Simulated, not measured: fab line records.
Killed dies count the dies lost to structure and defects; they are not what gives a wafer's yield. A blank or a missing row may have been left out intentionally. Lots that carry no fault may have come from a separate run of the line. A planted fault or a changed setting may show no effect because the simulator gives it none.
What tool caused it? || flow sky130 || Sampling: 12 lots, 36 wafers, 2 of 708 route steps

== WHAT THE GAUGES SHOWED, per wafer ==
SKY_VIA4_BOW_MEAS_03.
{"lot": "L559", "measured": "day 41 18:52", "on": "film-metro-01", "VIA4_BOW (um)": "55 71 67"}
{"lot": "L561", "measured": "day 42 08:17", "on": "film-metro-04", "VIA4_BOW (um)": "100 86 86"}
{"lot": "L562", "measured": "day 42 10:08", "on": "film-metro-01", "VIA4_BOW (um)": "70 66 64"}
{"lot": "L565", "measured": "day 43 12:34", "on": "film-metro-01", "VIA4_BOW (um)": "67 89 86"}
{"lot": "L566", "measured": "day 43 14:21", "on": "film-metro-04", "VIA4_BOW (um)": "67 78 73"}
{"lot": "L570", "measured": "day 45 00:19", "on": "film-metro-02", "VIA4_BOW (um)": "76 80 72"}
{"lot": "L571", "measured": "day 45 03:56", "on": "film-metro-04", "VIA4_BOW (um)": "76 75 68"}
{"lot": "L574", "measured": "day 46 03:15", "on": "film-metro-04", "VIA4_BOW (um)": "78 90 93"}
{"lot": "L575", "measured": "day 46 04:08", "on": "film-metro-01", "VIA4_BOW (um)": "82 84 78"}
{"lot": "L577", "measured": "day 46 09:16", "on": "film-metro-04", "VIA4_BOW (um)": "86 81 82"}
{"lot": "L579", "measured": "day 46 21:59", "on": "film-metro-01", "VIA4_BOW (um)": "89 92 73"}
{"lot": "L580", "measured": "day 47 04:02", "on": "film-metro-02", "VIA4_BOW (um)": "73 72 60"}

== EACH LOT AND THE TOOL THAT RAN IT (in order: tool; ch and the chambers of the sampled wafers; start) ==
{"lot": "L559", "SKY_SD_P_STRIP_10": "plasma-asher-03 ch 0,1, day 25 10:59"}
{"lot": "L561", "SKY_SD_P_STRIP_10": "plasma-asher-03 ch 0,1, day 26 05:59"}
{"lot": "L562", "SKY_SD_P_STRIP_10": "plasma-asher-04 ch 0,1, day 26 08:05"}
{"lot": "L565", "SKY_SD_P_STRIP_10": "plasma-asher-04 ch 0,1, day 27 12:01"}
{"lot": "L566", "SKY_SD_P_STRIP_10": "plasma-asher-04 ch 0,1, day 27 14:49"}
{"lot": "L570", "SKY_SD_P_STRIP_10": "plasma-asher-01 ch 0,1, day 29 07:47"}
{"lot": "L571", "SKY_SD_P_STRIP_10": "plasma-asher-01 ch 0,1, day 29 12:38"}
{"lot": "L574", "SKY_SD_P_STRIP_10": "plasma-asher-01 ch 0,1, day 30 18:38"}
{"lot": "L575", "SKY_SD_P_STRIP_10": "plasma-asher-01 ch 0,1, day 30 19:45"}
{"lot": "L577", "SKY_SD_P_STRIP_10": "plasma-asher-04 ch 0,1, day 31 06:26"}
{"lot": "L579", "SKY_SD_P_STRIP_10": "plasma-asher-01 ch 0,1, day 31 19:55"}
{"lot": "L580", "SKY_SD_P_STRIP_10": "plasma-asher-04 ch 0,1, day 32 05:17"}
- SKY_SD_P_STRIP_10: strips in O2/N2.

== WHAT THE TOOLS THEMSELVES READ (means of the sampled wafers that have a number; where no wafer has one, the mark that the record gives instead) ==
SKY_SD_P_STRIP_10.
{"lot": "L559", "tool": "plasma-asher-03", "chamber-pressure-mTorr (mTorr)": 1499.5, "drypump-motor-current-A (A)": 5.5, "o2-flow-sccm (sccm)": 3004, "oes-product-au (a.u.)": 0.613, "strip-time-to-endpoint-s (s)": 17.51}
{"lot": "L561", "tool": "plasma-asher-03", "chamber-pressure-mTorr (mTorr)": 1499.5, "drypump-motor-current-A (A)": 5.6, "o2-flow-sccm (sccm)": 2996, "oes-product-au (a.u.)": 0.616, "strip-time-to-endpoint-s (s)": 17.47}
{"lot": "L562", "tool": "plasma-asher-04", "chamber-pressure-mTorr (mTorr)": 1500.0, "drypump-motor-current-A (A)": 5.3, "o2-flow-sccm (sccm)": 2999, "oes-product-au (a.u.)": 0.615, "strip-time-to-endpoint-s (s)": 17.47}
{"lot": "L565", "tool": "plasma-asher-04", "chamber-pressure-mTorr (mTorr)": 1500.7, "drypump-motor-current-A (A)": 5.3, "o2-flow-sccm (sccm)": 3001, "oes-product-au (a.u.)": 0.615, "strip-time-to-endpoint-s (s)": 17.49}
{"lot": "L566", "tool": "plasma-asher-04", "chamber-pressure-mTorr (mTorr)": 1500.2, "drypump-motor-current-A (A)": 5.3, "o2-flow-sccm (sccm)": 3010, "oes-product-au (a.u.)": 0.615, "strip-time-to-endpoint-s (s)": 17.52}
{"lot": "L570", "tool": "plasma-asher-01", "chamber-pressure-mTorr (mTorr)": 1499.5, "drypump-motor-current-A (A)": 5.9, "o2-flow-sccm (sccm)": 2995, "oes-product-au (a.u.)": 0.617, "strip-time-to-endpoint-s (s)": 17.54}
{"lot": "L571", "tool": "plasma-asher-01", "chamber-pressure-mTorr (mTorr)": 1500.5, "drypump-motor-current-A (A)": 6.0, "o2-flow-sccm (sccm)": 2997, "oes-product-au (a.u.)": 0.616, "strip-time-to-endpoint-s (s)": 17.51}
{"lot": "L574", "tool": "plasma-asher-01", "chamber-pressure-mTorr (mTorr)": 1498.4, "drypump-motor-current-A (A)": 5.7, "o2-flow-sccm (sccm)": 3001, "oes-product-au (a.u.)": 0.614, "strip-time-to-endpoint-s (s)": 17.50}
{"lot": "L575", "tool": "plasma-asher-01", "chamber-pressure-mTorr (mTorr)": 1500.9, "drypump-motor-current-A (A)": 5.7, "o2-flow-sccm (sccm)": 3000, "oes-product-au (a.u.)": 0.617, "strip-time-to-endpoint-s (s)": 17.50}
{"lot": "L577", "tool": "plasma-asher-04", "chamber-pressure-mTorr (mTorr)": 1499.3, "drypump-motor-current-A (A)": 5.9, "o2-flow-sccm (sccm)": 2998, "oes-product-au (a.u.)": 0.613, "strip-time-to-endpoint-s (s)": 17.47}
{"lot": "L579", "tool": "plasma-asher-01", "chamber-pressure-mTorr (mTorr)": 1500.2, "drypump-motor-current-A (A)": 5.9, "o2-flow-sccm (sccm)": 3005, "oes-product-au (a.u.)": 0.620, "strip-time-to-endpoint-s (s)": 17.41}
{"lot": "L580", "tool": "plasma-asher-04", "chamber-pressure-mTorr (mTorr)": 1499.9, "drypump-motor-current-A (A)": 5.3, "o2-flow-sccm (sccm)": 3005, "oes-product-au (a.u.)": 0.616, "strip-time-to-endpoint-s (s)": 17.49}

== THE ANSWER, worked out from the rows above alone ==
Rule: the usual values come from the lots themselves. The widest of any qualifying gaps counts: lots, ordered by their means at a reading, are off when they make up no more than a third of the lots, leave a main group of 4 or more, and stand apart from it by 3 or more times the standard deviation of that group's means. Not used: any main group whose means are identical at the precision the tables above print for the reading. Also off: a lot with no number at a reading for which 4 or more lots have one. All remaining lots with rows at the step are treated as sound. After the gauges, taken in route order, come the tools' own readings; for these a lot's mean is taken, as printed above. The first step at which some lot is off is used, and at that step the reading that is off furthest; a lot without a number counts as furthest.
Across all readings shown, no lot is off: no conclusion can be drawn from this.

== WHAT WAS PUT IN BY THE SIMULATOR ==
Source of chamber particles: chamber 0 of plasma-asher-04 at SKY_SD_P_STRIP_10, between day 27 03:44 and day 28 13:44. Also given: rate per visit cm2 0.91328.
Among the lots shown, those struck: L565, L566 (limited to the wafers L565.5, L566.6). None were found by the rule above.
